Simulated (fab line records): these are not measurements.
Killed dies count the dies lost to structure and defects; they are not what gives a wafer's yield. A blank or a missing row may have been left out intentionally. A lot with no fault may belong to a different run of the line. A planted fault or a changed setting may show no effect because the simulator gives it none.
2 desks looking at one fault -- flow sky130 -- every desk sees just its own numbers, and what lay behind them comes last

== AT THE TOOL OWNER'S DESK: implanter-01 ==
The tool's own readings at SKY_GATE_OXIDE_IMPLANT_11: means of the sampled wafers that have a number, for each lot that ran on this tool. Marked OUT: a lot whose mean sits more than 4 standard deviations from the usual mean, which makes it out of limits; the brackets give that distance.
Columns: A = beam-energy-keV at SKY_GATE_OXIDE_IMPLANT_11, usual 10.000; B = beam-on-s at SKY_GATE_OXIDE_IMPLANT_11, usual 9.98 s
lot,first seen here,A,B
L260,day 14 19:05,9.999,10.03
L264,day 16 05:10,10.003,9.87
L265,day 16 11:14,9.999,10.10
L266,day 16 21:50,10.003,10.02
L267,day 17 03:05,10.001,9.75
L269,day 18 07:41,9.999,10.30
L270,day 18 15:19,9.034 (-99 or more) OUT,10.12
L274,day 19 16:43,9.032 (-99 or more) OUT,9.91
This desk's verdict: out of limits on L270, L274, starting with L270 at day 18 15:19 (beam-energy-keV at SKY_GATE_OXIDE_IMPLANT_11). L260, L264, L265, L266, L267, L269 stayed within limits.

== METROLOGY DESK ==
Lot by lot, what the gauges showed, no matter which tool ran the lot: averages of those sampled wafers that carry a number. Marked OUT: a lot whose mean sits more than 4 standard deviations from the usual mean, which makes it out of limits; the brackets give that distance.
Columns: A = VT_ADJUST_HVTR_OVL at SKY_VT_ADJUST_HVTR_OVL_MEAS_08, usual -0.3 nm; B = VT_ADJUST_PCH_OVL at SKY_VT_ADJUST_PCH_OVL_MEAS_07, usual 0.3 nm; C = cd-nm at SKY_SONOS_ONO_CD_MEAS_13, usual 409.5 nm; D = GATE_OXIDE_TW at SKY_GATE_OXIDE_TW_MEAS_14, usual 222.6
lot,first seen here,A,B,C,D
L257,day 9 07:47,0.7,0.7,408.3,221.9
L260,day 10 07:00,1.9,1.6,407.1,222.3
L261,day 10 19:14,-0.7,0.6,410.1,224.2
L263,day 11 07:12,-1.5,0.1,410.5,222.5
L264,day 11 15:54,-1.5,1.3,407.9,225.0
L265,day 11 18:39,-0.2,1.5,411.6,222.5
L266,day 12 02:06,-0.2,-1.0,410.3,221.6
L267,day 12 09:54,-1.4,-1.2,411.4,225.1
L269,day 13 09:00,0.8,0.5,411.3,222.4
L270,day 13 15:15,-1.0,0.6,407.3,217.0
L271,day 13 16:23,-0.6,0.6,410.5,222.0
L274,day 14 13:33,-0.1,-1.5,408.0,219.6
L280,day 16 12:11,-1.1,0.4,411.5,221.8
Finding of this desk: none of the 13 lots has anything out of limits.

== ALL TOGETHER ==
The tool owner's desk could have raised an alarm at day 18 15:19, on L270, L274.
Nothing out of limits was seen by the metrology desk.
The metrology desk holds a record of L270, L274, inside its limits.
All the named lots went through SKY_GATE_OXIDE_IMPLANT_11 on implanter-01.

== WHAT THE SIMULATOR HAD PUT IN ==
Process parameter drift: implanter-01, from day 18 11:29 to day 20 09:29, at SKY_GATE_OXIDE_IMPLANT_11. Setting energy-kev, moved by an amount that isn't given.
Shown lots that were struck: L270, L274.
How many hours passed from the start of the fault until each desk's first out-of-limits reading: the tool owner's desk, 4.
